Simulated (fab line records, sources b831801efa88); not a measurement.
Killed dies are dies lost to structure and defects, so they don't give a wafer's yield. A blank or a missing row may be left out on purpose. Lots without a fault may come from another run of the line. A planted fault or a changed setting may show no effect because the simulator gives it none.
One fault seen from 2 desks | flow sky130 | each desk has only its own numbers; what lay behind them comes last

THE TOOL OWNER'S DESK: pvd_sputter-01
The tool's own readings at SKY_METAL1_SPUTTER_01 (material TiN, target thk 20 nm, time 16.7 s): means of the sampled wafers that have a number, for each lot that ran on this tool. A lot is out of limits, marked OUT, if its mean lies more than 4 standard deviations from the usual mean; the brackets give that distance.
Columns: A = throttle_valve_pct at SKY_METAL1_SPUTTER_01, usual 29.7 %
lot  | first seen here | A
L945 | day 33 16:43    | 28.9
L948 | day 34 12:33    | 29.2
L958 | day 37 13:51    | 28.5
This desk's finding: nothing out of limits on any of the 3 lots.

THE METROLOGY DESK
What the gauges read, lot by lot, whatever tool the lot ran on: means of the sampled wafers that have a number. A lot is out of limits, marked OUT, if its mean lies more than 4 standard deviations from the usual mean; the brackets give that distance.
Columns: A = CONTACT_W_RS at SKY_CONTACT_RS_MEAS_25, usual 0.341 ohm/sq; B = CONTACT_W_THK at SKY_CONTACT_THK_MEAS_26, usual 355 nm
lot  | first seen here | A     | B
L945 | day 33 16:13    | 0.341 | 354
L948 | day 34 12:05    | 0.335 | 364
L958 | day 37 13:22    | 0.341 | 363
L962 | day 38 15:26    | 0.349 | 344
L963 | day 38 19:40    | 0.348 | 348
This desk's finding: nothing out of limits on any of the 5 lots.

PUT TOGETHER
The tool owner's desk saw nothing out of limits.
The metrology desk saw nothing out of limits.

WHAT THE SIMULATOR HAD PUT IN
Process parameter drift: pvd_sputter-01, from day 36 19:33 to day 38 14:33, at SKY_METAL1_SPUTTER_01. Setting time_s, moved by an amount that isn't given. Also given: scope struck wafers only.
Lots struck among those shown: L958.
